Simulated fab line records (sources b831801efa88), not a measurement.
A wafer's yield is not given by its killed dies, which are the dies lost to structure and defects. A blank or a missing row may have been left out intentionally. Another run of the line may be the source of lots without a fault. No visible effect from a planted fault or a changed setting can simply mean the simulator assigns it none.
fab line records	flow sky130
[record] lots = 12	wafers = 35	last_day = 50
route steps=708 shown VIA1@461 METAL2@484 VIA2@508 PASSIVATION@683 PAD_OPEN@708
lots with no fault: from the same line, run without faults
start_h: the number of hours between the record's first day and the start of the first shown wafer of the lot	wait_h: time in hours since the lot's previous step	" the same as in the row above	L1.1+2: one row covering several wafers at once	- no value present, or no start provided	* or withheld: withheld	< > ~ a bound
route shown NAME@n: a module of which the file shows steps, and the number in the route of the first	usual: mean and standard deviation over wafers with no fault	same: alike in all rows	chamber/n: place in a boat	sites: the reading at each site	_std_site: their standard deviation	_edge_site: outer sites' mean less inner sites'	radius_mm: how far each site lies from the wafer's centre	mask NAME#n: copy n	behind: the tool/chamber that last shaped the wafer	hold: what put the lot on hold/how long, in hours/how the hold closed	device: which transistor (n, p or np) failed to switch	end of line: tests of these same wafers at the route's end	step lacking rows: just its recipe	killed: not the wafer's yield, but the dies lost to structure and defects at the first sort	map: a wafer's dies, marking killed ones x, the rest . and places with no die _
set.NAME: the setting as run; set.NAME@STEP: as run at that earlier step	model.NAME: the simulator's own value behind a step, which no gauge read
a sample of lots followed through the steps of the route, with each step as a table and each wafer as a row
services: from which hour (start_h, from the record's first day; less than 0 if before it) a tool's chamber was out of use, for how many hours, and why
[[steps]]
[step SKY_VIA1_BOW_MEAS_03]
[recipe] mode = bow
[usual] VIA1_BOW = 81/6.8
lot.wafer	tool	chamber	start_h	wait_h	VIA1_BOW[um]
L910.1	film_metro-03	-	790.52	0.1	79
L910.2	"	-	"	"	79
L910.3	"	-	"	"	87
L909.3	film_metro-01	-	791.69	0.1	83
L909.4	"	-	"	"	94
L909.5	"	-	"	"	82
L912.1	film_metro-03	-	797.22	0.2	73
L912.3	"	-	"	"	78
L912.4	"	-	"	"	75
L914.1	film_metro-04	-	833.68	0.2	88
L914.2	"	-	"	"	78
L914.3	"	-	"	"	92
L917.1	film_metro-01	-	855.34	0.1	83
L917.4	"	-	"	"	73
L917.6	"	-	"	"	82
L920.2	film_metro-04	-	863.18	0.3	80
L920.4	"	-	"	"	79
L921.2	film_metro-04	-	878.14	0.2	80
L921.3	"	-	"	"	85
L921.4	"	-	"	"	102
L922.1	film_metro-04	-	891.09	0.2	84
L922.3	"	-	"	"	87
L922.6	"	-	"	"	87
L924.2	film_metro-04	-	898.07	0.1	84
L924.3	"	-	"	"	77
L924.6	"	-	"	"	86
L925.1	film_metro-04	-	901.80	0.1	84
L925.5	"	-	"	"	85
L925.6	"	-	"	"	80
L930.1	film_metro-01	-	927.49	0.1	78
L930.4	"	-	"	"	80
L930.5	"	-	"	"	95
L929.1	film_metro-03	-	929.46	0.1	80
L929.2	"	-	"	"	83
L929.4	"	-	"	"	82
[step SKY_METAL2_SPUTTER_01]
[recipe] material = TiN	target_thk_nm = 20	power_w = 6500	time_s = 16.7	chamber_pressure_pa = 0.4
[usual] throttle_valve_pct = 29.9/0.95
lot.wafer	tool	chamber	start_h	wait_h	throttle_valve_pct
L910.1	pvd_sputter-01	-	818.52	0.0	28.4
L910.2	"	-	"	"	30.7
L910.3	"	-	"	"	29.4
L909.3	pvd_sputter-03	-	819.68	0.0	29.5
L909.4	"	-	"	"	29.1
L909.5	"	-	"	"	29.8
L912.1	pvd_sputter-01	-	824.93	0.0	30.9
L912.3	"	-	"	"	28.6
L912.4	"	-	"	"	30.6
L914.1	pvd_sputter-01	-	860.79	0.0	29.4
L914.2	"	-	"	"	30.6
L914.3	"	-	"	"	28.7
L917.1	pvd_sputter-02	-	881.63	0.0	30.2
L917.4	"	-	"	"	29.9
L917.6	"	-	"	"	30.2
L920.2	pvd_sputter-03	-	890.50	0.0	29.6
L920.4	"	-	"	"	29.0
L921.2	pvd_sputter-03	-	904.99	0.0	29.4
L921.3	"	-	"	"	29.1
L921.4	"	-	"	"	29.5
L922.1	pvd_sputter-01	-	917.64	0.0	28.4
L922.3	"	-	"	"	31.0
L922.6	"	-	"	"	29.5
L924.2	pvd_sputter-03	-	924.28	0.0	31.0
L924.3	"	-	"	"	29.6
L924.6	"	-	"	"	31.1
L925.1	pvd_sputter-01	-	927.79	0.0	30.8
L925.5	"	-	"	"	28.4
L925.6	"	-	"	"	30.6
L930.1	pvd_sputter-01	-	953.65	0.0	30.7
L930.4	"	-	"	"	31.0
L930.5	"	-	"	"	28.4
L929.1	pvd_sputter-03	-	954.82	0.0	30.8
L929.2	"	-	"	"	29.2
L929.4	"	-	"	"	29.2
[step SKY_VIA2_THK_MEAS_01]
[recipe] reads = SiO2_of_VIA2_HDPCVD_00
[usual] VIA2_HDPCVD_THK = 1186/13
lot.wafer	tool	chamber	start_h	wait_h	VIA2_HDPCVD_THK[nm]
L910.1	film_metro-04	-	845.35	0.1	1172
L910.2	"	-	"	"	1206
L910.3	"	-	"	"	1181
L909.3	film_metro-04	-	847.21	0.1	1199
L909.4	"	-	"	"	1198
L909.5	"	-	"	"	1202
L912.1	film_metro-02	-	851.99	0.1	1167
L912.3	"	-	"	"	1158
L912.4	"	-	"	"	1163
L914.1	film_metro-04	-	887.51	0.1	1184
L914.2	"	-	"	"	1178
L914.3	"	-	"	"	1189
L917.1	film_metro-01	-	908.33	0.1	1187
L917.4	"	-	"	"	1199
L917.6	"	-	"	"	1186
L920.2	film_metro-02	-	916.97	0.1	1190
L920.4	"	-	"	"	1179
L921.2	film_metro-01	-	930.37	0.1	1195
L921.3	"	-	"	"	1192
L921.4	"	-	"	"	1206
L922.1	film_metro-01	-	942.69	0.1	1200
L922.3	"	-	"	"	1188
L922.6	"	-	"	"	1183
L924.2	film_metro-02	-	949.30	0.1	1204
L924.3	"	-	"	"	1185
L924.6	"	-	"	"	1211
L925.1	film_metro-01	-	953.54	0.1	1168
L925.5	"	-	"	"	1171
L925.6	"	-	"	"	1183
L930.1	film_metro-04	-	978.15	0.1	1172
L930.4	"	-	"	"	1185
L930.5	"	-	"	"	1173
L929.1	film_metro-01	-	979.96	0.1	1185
L929.2	"	-	"	"	1174
L929.4	"	-	"	"	1190
[step SKY_PASSIVATION_CVD_02]
[recipe] material = Si3N4	target_thk_nm = 540	temp_c = 400	time_s = withheld	rf_w = 450
[usual] heater_power_w = 722/100
lot.wafer	tool	chamber	start_h	wait_h	heater_power_w
L910.1	pecvd-04	0	1048.00	0.1	619
L910.2	"	2	"	"	820
L910.3	"	1	"	"	818
L909.3	pecvd-03	2	1049.37	0.1	643
L909.4	"	1	"	"	710
L909.5	"	2	"	"	679
L912.1	pecvd-03	2	1052.61	0.1	722
L912.3	"	1	"	"	576
L912.4	"	2	"	"	587
L914.1	pecvd-03	0	1085.22	0.1	815
L914.2	"	2	"	"	623
L914.3	"	1	"	"	668
L917.1	pecvd-03	0	1103.75	0.1	935
L917.4	"	0	"	"	772
L917.6	"	2	"	"	661
L920.2	pecvd-03	2	1110.99	0.0	596
L920.4	"	0	"	"	858
L921.2	pecvd-04	1	1120.70	0.0	795
L921.3	"	0	"	"	644
L921.4	"	2	"	"	818
L922.1	pecvd-01	2	1133.75	0.1	773
L922.3	"	0	"	"	949
L922.6	"	2	"	"	617
L924.2	pecvd-01	2	1138.38	0.0	631
L924.3	"	0	"	"	813
L924.6	"	1	"	"	641
L925.1	pecvd-01	0	1140.17	0.1	841
L925.5	"	2	"	"	742
L925.6	"	0	"	"	887
L930.1	pecvd-01	0	1159.88	0.1	928
L930.4	"	0	"	"	948
L930.5	"	2	"	"	714
L929.1	pecvd-01	1	1161.12	0.1	688
L929.2	"	2	"	"	624
L929.4	"	1	"	"	688
[step SKY_PASSIVATION_THK_MEAS_03]
[recipe] reads = Si3N4_of_PASSIVATION_CVD_02
[usual] PASSIVATION_CVD_02_THK = 540/6.9
lot.wafer	tool	chamber	start_h	wait_h	hold	PASSIVATION_CVD_02_THK[nm]
L910.1	film_metro-01	-	1048.23	-	-	531
L910.2	"	-	"	"	-	543
L910.3	"	-	"	"	-	545
L909.3	film_metro-04	-	1049.62	-	-	540
L909.4	"	-	"	"	-	542
L909.5	"	-	"	"	-	545
L912.1	film_metro-04	-	1052.95	-	-	534
L912.3	"	-	"	"	-	538
L912.4	"	-	"	"	-	540
L914.1	film_metro-03	-	1085.44	-	await_dispo/0.2h/release	531
L914.2	"	-	"	"	await_dispo/0.2h/release	534
L914.3	"	-	"	"	await_dispo/0.2h/release	599
L914.1	film_metro-03	-	1085.67	0.2	-	532
L914.2	"	-	"	"	-	534
L914.3	"	-	"	"	-	599
L917.1	film_metro-01	-	1103.98	-	await_dispo/0.2h/release	526
L917.4	"	-	"	"	await_dispo/0.2h/release	598
L917.6	"	-	"	"	await_dispo/0.2h/release	540
L917.1	film_metro-01	-	1104.20	0.2	-	526
L917.4	"	-	"	"	-	598
L917.6	"	-	"	"	-	540
L920.2	film_metro-01	-	1111.22	-	await_dispo/0.2h/release	534
L920.4	"	-	"	"	await_dispo/0.2h/release	603
L920.2	film_metro-01	-	1111.45	0.2	-	534
L920.4	"	-	"	"	-	603
L921.2	film_metro-03	-	1120.94	-	-	540
L921.3	"	-	"	"	-	539
L921.4	"	-	"	"	-	551
L922.1	film_metro-01	-	1133.97	-	-	530
L922.3	"	-	"	"	-	529
L922.6	"	-	"	"	-	542
L924.2	film_metro-03	-	1138.61	-	-	528
L924.3	"	-	"	"	-	529
L924.6	"	-	"	"	-	540
L925.1	film_metro-01	-	1140.39	-	-	536
L925.5	"	-	"	"	-	549
L925.6	"	-	"	"	-	546
L930.1	film_metro-01	-	1160.10	-	-	528
L930.4	"	-	"	"	-	543
L930.5	"	-	"	"	-	541
L929.1	film_metro-04	-	1161.34	-	-	538
L929.2	"	-	"	"	-	540
L929.4	"	-	"	"	-	541
[step SKY_PAD_OPEN_PROBE_99]
[usual] defect_limited_yield = 82.3/2	killed_at_M0_to_M3 = 43/7.3	killed_at_M4_up = 3.1/1.7	killed_at_contacts = 25/5.3	killed_at_front_end = 15/4.3	killed_at_other = 0.2/0.54	killed_dies = 87/10	killed_open = 48/7.6	killed_short = 38/6.1	sort_bin_3_pad_short = 0.9/0.42	sort_bin_5_function = 10.5/1.5	sort_bin_6_memory = 6.3/1.2	sort_n_pass = 405/10	sort_yield_pct = 82.3/2
[same] gross_dies = 492	killed_at_back_side = 0	sort_bin_4_leakage[%] = 0	sort_bin_8_speed[%] = 0
lot.wafer	tool	chamber	start_h	wait_h	defect_limited_yield[%]	killed_at_M0_to_M3	killed_at_M4_up	killed_at_contacts	killed_at_front_end	killed_at_other	killed_dies	killed_open	killed_short	sort_bin_3_pad_short[%]	sort_bin_5_function[%]	sort_bin_6_memory[%]	sort_n_pass	sort_yield_pct[%]
L910.1	prober-01	-	1094.67	0.1	81.3	48	4	27	13	0	92	51	41	0.6	11.0	7.1	400	81.3
L910.2	prober-01	-	1094.72	0.1	82.7	40	4	24	17	0	85	50	35	1.0	10.4	5.9	407	82.7
L910.3	prober-01	-	1094.77	0.2	84.3	41	2	19	15	0	77	44	33	0.4	8.7	6.5	415	84.3
L909.3	prober-02	-	1096.61	0.2	83.1	41	2	21	19	0	83	44	39	0.6	10.8	5.5	409	83.1
L909.4	prober-02	-	1096.66	0.2	80.5	45	1	35	15	0	96	51	45	0.6	10.6	8.3	396	80.5
L909.5	prober-02	-	1096.71	0.2	79.7	47	0	40	13	0	100	63	37	1.2	11.8	7.3	392	79.7
L912.1	prober-01	-	1098.28	0.1	79.7	51	1	27	21	0	100	62	38	0.8	13.8	5.7	392	79.7
L912.3	prober-01	-	1098.38	0.2	81.3	49	0	29	14	0	92	54	38	0.4	11.4	6.9	400	81.3
L912.4	prober-01	-	1098.43	0.2	82.9	35	3	36	10	0	84	53	31	1.0	10.2	5.9	408	82.9
L914.1	prober-02	-	1127.41	0.1	78.3	45	2	40	20	0	107	62	45	0.8	13.4	7.5	385	78.3
L914.2	prober-02	-	1127.46	0.1	82.5	42	5	26	12	1	86	46	40	0	12.0	5.5	406	82.5
L914.3	prober-02	-	1127.51	0.2	82.7	44	3	29	8	1	85	43	42	1.0	10.2	6.1	407	82.7
L917.1	prober-01	-	1145.53	0.1	85.4	38	1	24	9	0	72	47	25	1.2	9.1	4.3	420	85.4
L917.4	prober-01	-	1145.68	0.2	84.6	32	2	22	18	2	76	46	30	0.6	10.0	4.9	416	84.6
L917.6	prober-01	-	1145.78	0.2	82.1	53	2	18	15	0	88	46	42	1.0	10.4	6.5	404	82.1
L920.2	prober-01	-	1151.89	0.1	83.7	33	4	23	20	0	80	42	38	1.8	7.5	6.9	412	83.7
L920.4	prober-01	-	1151.99	0.2	82.9	35	2	22	25	0	84	39	45	2.2	9.3	5.5	408	82.9
L921.2	prober-02	-	1159.78	0.1	81.9	39	2	31	17	0	89	44	45	1.8	11.4	4.9	403	81.9
L921.3	prober-02	-	1159.83	0.2	79.5	53	2	27	17	2	101	56	43	0.2	11.4	8.9	391	79.5
L921.4	prober-02	-	1159.88	0.2	81.3	53	3	25	11	0	92	53	39	1.4	11.8	5.5	400	81.3
L922.1	prober-02	-	1171.67	0.1	79.9	46	2	34	17	0	99	48	51	1.0	12.8	6.3	393	79.9
L922.3	prober-02	-	1171.77	0.2	84.3	41	3	16	17	0	77	48	29	0.6	8.9	6.1	415	84.3
L922.6	prober-02	-	1171.92	0.2	80.3	43	6	28	20	0	97	48	49	1.0	12.2	6.5	395	80.3
L929.1	prober-01	-	1196.28	0.1	83.7	44	2	26	8	0	80	41	39	0.6	10.2	5.5	412	83.7
L929.2	prober-01	-	1196.33	0.1	83.5	38	1	24	18	0	81	47	34	0.2	11.0	5.3	411	83.5
L929.4	prober-01	-	1196.43	0.2	84.8	38	4	16	16	1	75	36	39	0.4	8.7	6.1	417	84.8
// killed by level:class
L910.1 VIA1:geometric_particle:open=13 CONTACT:geometric_particle:open=12 CONTACT:geometric_particle:short=8 VIA1:geometric_particle:short=7 VIA2:geometric_particle:short=7 VIA2:geometric_particle:open=6 LI_CONTACT:geometric_particle:open=5 VIA3:geometric_particle:open=4
L910.2 CONTACT:geometric_particle:open=8 VIA1:geometric_particle:open=8 VIA3:geometric_particle:open=8 LI_CONTACT:geometric_particle:open=7 METAL1:geometric_particle:short=6 FIELD_ISO:geometric_particle:short=5 LOCAL_INTERCONNECT:geometric_particle:short=5 VIA2:geometric_particle:open=5
L910.3 VIA1:geometric_particle:open=13 LI_CONTACT:geometric_particle:open=8 POLY_GATE:geometric_particle:short=7 VIA2:geometric_particle:open=7 METAL1:geometric_particle:short=6 CONTACT:geometric_particle:open=5 VIA1:geometric_particle:short=5 FIELD_ISO:geometric_particle:open=3
L909.3 VIA2:geometric_particle:open=10 VIA1:geometric_particle:open=8 CONTACT:geometric_particle:open=7 LOCAL_INTERCONNECT:geometric_particle:short=5 FIELD_ISO:geometric_particle:short=5 POLY_GATE:geometric_particle:short=5 CONTACT:geometric_particle:short=5 FIELD_ISO:geometric_particle:open=4
L909.4 CONTACT:geometric_particle:open=13 METAL2:geometric_particle:short=10 CONTACT:geometric_particle:short=8 LI_CONTACT:geometric_particle:open=7 VIA3:geometric_particle:open=7 VIA1:geometric_particle:open=7 VIA2:geometric_particle:open=5 METAL1:geometric_particle:short=5
L909.5 CONTACT:geometric_particle:open=16 LI_CONTACT:geometric_particle:open=12 CONTACT:geometric_particle:short=10 VIA1:geometric_particle:open=10 VIA3:geometric_particle:open=7 METAL1:geometric_particle:short=7 VIA1:geometric_particle:short=6 VIA2:geometric_particle:open=5
L912.1 VIA3:geometric_particle:open=14 VIA1:geometric_particle:open=10 VIA2:geometric_particle:open=7 LI_CONTACT:geometric_particle:open=6 CONTACT:geometric_particle:open=6 METAL1:geometric_particle:short=6 VIA1:geometric_particle:short=6 LOCAL_INTERCONNECT:geometric_particle:short=5
L912.3 VIA1:geometric_particle:open=17 CONTACT:geometric_particle:open=13 METAL1:geometric_particle:short=8 LI_CONTACT:geometric_particle:open=7 POLY_GATE:geometric_particle:short=5 CONTACT:geometric_particle:short=5 VIA1:geometric_particle:short=5 VIA3:geometric_particle:open=5
L912.4 CONTACT:geometric_particle:open=15 LI_CONTACT:geometric_particle:open=12 VIA1:geometric_particle:open=11 METAL2:geometric_particle:short=6 FIELD_ISO:geometric_particle:open=5 VIA1:geometric_particle:short=5 LOCAL_INTERCONNECT:geometric_particle:short=4 LI_CONTACT:geometric_particle:short=3
L914.1 CONTACT:geometric_particle:open=16 VIA1:geometric_particle:open=10 POLY_GATE:geometric_particle:short=8 LI_CONTACT:geometric_particle:open=8 VIA3:geometric_particle:open=8 METAL2:geometric_particle:short=7 LI_CONTACT:geometric_particle:short=6 VIA2:geometric_particle:open=6
L914.2 CONTACT:geometric_particle:short=9 METAL1:geometric_particle:short=9 VIA1:geometric_particle:open=8 LI_CONTACT:geometric_particle:open=7 VIA3:geometric_particle:open=5 VIA2:geometric_particle:open=5 CONTACT:geometric_particle:open=4 METAL2:geometric_particle:open=4
L914.3 LOCAL_INTERCONNECT:geometric_particle:short=10 VIA1:geometric_particle:open=10 CONTACT:geometric_particle:open=8 METAL2:geometric_particle:short=8 LI_CONTACT:geometric_particle:open=7 VIA3:geometric_particle:open=6 METAL3:geometric_particle:short=5 VIA1:geometric_particle:short=5
L917.1 VIA1:geometric_particle:open=11 CONTACT:geometric_particle:open=10 METAL2:geometric_particle:short=8 LI_CONTACT:geometric_particle:open=6 VIA2:geometric_particle:open=6 VIA3:geometric_particle:open=6 CONTACT:geometric_particle:short=4 FIELD_ISO:geometric_particle:open=3
L917.4 CONTACT:geometric_particle:open=9 VIA1:geometric_particle:open=7 VIA3:geometric_particle:open=6 POLY_GATE:geometric_particle:short=5 LI_CONTACT:geometric_particle:open=5 FIELD_ISO:geometric_particle:open=4 METAL1:geometric_particle:short=4 POLY_GATE:geometric_particle:open=3
L917.6 VIA3:geometric_particle:open=13 FIELD_ISO:geometric_particle:open=7 METAL1:geometric_particle:short=7 VIA1:geometric_particle:open=7 METAL2:geometric_particle:short=6 POLY_GATE:geometric_particle:short=5 LI_CONTACT:geometric_particle:open=5 CONTACT:geometric_particle:open=5
L920.2 CONTACT:geometric_particle:open=11 VIA1:geometric_particle:open=8 FIELD_ISO:geometric_particle:open=5 POLY_GATE:geometric_particle:short=5 METAL1:geometric_particle:short=5 VIA1:geometric_particle:short=5 LI_CONTACT:geometric_particle:open=4 CONTACT:geometric_particle:short=4
L920.4 VIA3:geometric_particle:open=10 POLY_GATE:geometric_particle:short=8 CONTACT:geometric_particle:short=8 CONTACT:geometric_particle:open=7 FIELD_ISO:geometric_particle:short=5 POLY_GATE:geometric_particle:open=5 VIA1:geometric_particle:short=5 VIA2:geometric_particle:open=4
L921.2 LI_CONTACT:geometric_particle:open=8 CONTACT:geometric_particle:short=8 CONTACT:geometric_particle:open=7 VIA3:geometric_particle:open=7 VIA2:geometric_particle:open=6 LOCAL_INTERCONNECT:geometric_particle:short=6 METAL1:geometric_particle:short=5 VIA1:geometric_particle:open=5
L921.3 CONTACT:geometric_particle:open=9 METAL1:geometric_particle:short=9 LI_CONTACT:geometric_particle:open=8 VIA2:geometric_particle:open=8 FIELD_ISO:geometric_particle:open=6 VIA1:geometric_particle:short=6 VIA2:geometric_particle:short=6 VIA3:geometric_particle:open=6
L921.4 VIA1:geometric_particle:open=17 VIA2:geometric_particle:open=8 CONTACT:geometric_particle:open=8 VIA1:geometric_particle:short=8 CONTACT:geometric_particle:short=6 SPACER:geometric_particle:open=4 VIA3:geometric_particle:open=4 VIA3:geometric_particle:short=4
L922.1 CONTACT:geometric_particle:open=15 VIA1:geometric_particle:open=10 CONTACT:geometric_particle:short=9 METAL2:geometric_particle:short=7 FIELD_ISO:geometric_particle:short=5 METAL1:geometric_particle:short=5 FIELD_ISO:geometric_particle:open=4 LI_CONTACT:geometric_particle:open=4
L922.3 VIA2:geometric_particle:open=9 LI_CONTACT:geometric_particle:open=7 VIA1:geometric_particle:open=7 METAL1:geometric_particle:short=6 FIELD_ISO:geometric_particle:open=5 METAL2:geometric_particle:short=5 POLY_GATE:geometric_particle:open=5 CONTACT:geometric_particle:open=5
L922.6 VIA1:geometric_particle:open=11 LI_CONTACT:geometric_particle:open=9 CONTACT:geometric_particle:open=8 LOCAL_INTERCONNECT:geometric_particle:short=7 METAL1:geometric_particle:short=6 METAL2:geometric_particle:short=6 VIA1:geometric_particle:short=6 VIA2:geometric_particle:open=6
L929.1 CONTACT:geometric_particle:open=10 VIA3:geometric_particle:open=8 METAL1:geometric_particle:short=6 METAL2:geometric_particle:short=6 LOCAL_INTERCONNECT:geometric_particle:short=5 VIA1:geometric_particle:short=4 LI_CONTACT:geometric_particle:open=4 VIA1:geometric_particle:open=4
L929.2 POLY_GATE:geometric_particle:open=8 VIA1:geometric_particle:open=8 VIA2:geometric_particle:open=8 LI_CONTACT:geometric_particle:open=7 VIA3:geometric_particle:open=7 VIA1:geometric_particle:short=6 FIELD_ISO:geometric_particle:short=5 LI_CONTACT:geometric_particle:short=4
L929.4 VIA1:geometric_particle:open=9 CONTACT:geometric_particle:open=6 METAL1:geometric_particle:short=6 POLY_GATE:geometric_particle:short=5 POLY_GATE:geometric_particle:open=4 LI_CONTACT:geometric_particle:open=4 VIA3:geometric_particle:short=4 VIA2:geometric_particle:open=4
[[services]]
tool	chamber	start_h	hours	kind
pecvd-01	-	800.40	6.0	pm
pecvd-04	1	811.81	4.9	repair
pecvd-04	-	817.50	1.5	repair
pecvd-04	0	858.36	5.5	repair
pvd_sputter-03	-	869.83	7.2	repair
pecvd-01	1	912.25	13.9	repair
pvd_sputter-03	-	960.10	5.2	repair
pecvd-01	0	965.30	5.5	scheduled_down
pecvd-04	2	967.51	5.4	repair
pvd_sputter-02	-	975.61	3.6	repair
pvd_sputter-01	-	989.16	0.9	repair
pecvd-01	-	1002.42	0.9	repair
pecvd-03	2	1009.57	4.3	repair
pecvd-04	-	1010.79	2.8	pm
pvd_sputter-02	-	1022.00	0.6	repair
pecvd-03	0	1042.59	13.5	repair
pvd_sputter-01	-	1043.85	1.1	repair
pecvd-01	2	1045.85	13.7	repair
pvd_sputter-02	-	1054.16	2.2	repair
pecvd-01	-	1101.85	0.8	repair
pecvd-04	-	1109.09	6.0	pm
pecvd-01	2	1116.59	2.3	repair
pvd_sputter-01	-	1116.87	12.1	repair
pecvd-03	-	1158.33	6.0	pm
[[key]]
[first_sign] step = SKY_PASSIVATION_THK_MEAS_03	reading = visit	direction = added
[effect] step = SKY_PASSIVATION_THK_MEAS_03	reading = PASSIVATION_CVD_02_THK	direction = up	sigmas = 8.8	usual = 540	struck = 600
met_at SKY_PASSIVATION_CVD_02
struck_lots L914,L917,L920
struck_wafers L914.3,L917.4,L920.4
not_acting_at SKY_VIA1_BOW_MEAS_03,SKY_METAL2_SPUTTER_01,SKY_VIA2_THK_MEAS_01
onset_between 1052.61 1085.22
[fault] kind = process_parameter_drift	tool = pecvd-03	chamber = -	onset_h = 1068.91	steps = SKY_PASSIVATION_CVD_02	channel = time_s	offset = withheld	shape = step	end_h = 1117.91	scope = struck_wafers_only	acts_in = *
